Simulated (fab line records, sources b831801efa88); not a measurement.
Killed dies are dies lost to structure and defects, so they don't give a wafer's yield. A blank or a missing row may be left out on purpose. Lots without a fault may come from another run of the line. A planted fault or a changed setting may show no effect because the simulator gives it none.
Chamber matching | flow sky130 | SKY_VIA3_CMP_02 on cmp-01: 4 sister chambers
The step polishes SiO2. 4 wafers are shown with their chamber, then 7 later ones without.

WAFERS WITH THEIR CHAMBER
wafer  | chamber | motor_current_A (A)
L493.3 | 2       | 8.9
L500.3 | 0       | 12.4
L505.1 | 1       | 13.0
L505.3 | 3       | 12.3

WAFERS WITHOUT THEIR CHAMBER
wafer  | motor_current_A (A)
L505.6 | 12.6
L506.4 | 12.9
L506.5 | 11.3
L506.6 | 9.1
L509.1 | 13.4
L509.4 | 9.2
L509.5 | 12.0

WHICH CHAMBER EACH WENT THROUGH
wafer  | from the rows above          | in truth
L505.6 | can't be placed: 0 or 3 or 1 | 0
L506.4 | can't be placed: 1 or 0 or 3 | 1
L506.5 | can't be placed: 3 or 0 or 1 | 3
L506.6 | 2                            | 2
L509.1 | can't be placed: 1 or 0 or 3 | 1
L509.4 | 2                            | 2
L509.5 | can't be placed: 3 or 0 or 1 | 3
Placed correctly: 2 of 7. Can't be placed from these rows: 5 (the true chamber is among the candidates in 5). Placed wrongly: 0.
How it was worked out, from the rows above alone: a wafer's distance from a chamber is the root of the sum, over the readings, of the square of ((its reading less the chamber's mean) divided by the reading's scatter). The wafer belongs to the nearest chamber; if the next one is less than 2 further off, it can't be placed. A chamber's mean is the mean of its shown wafers. The scatter: with one shown wafer a chamber, the root of the mean of the squares of how far each hidden wafer lies from its nearest shown one.
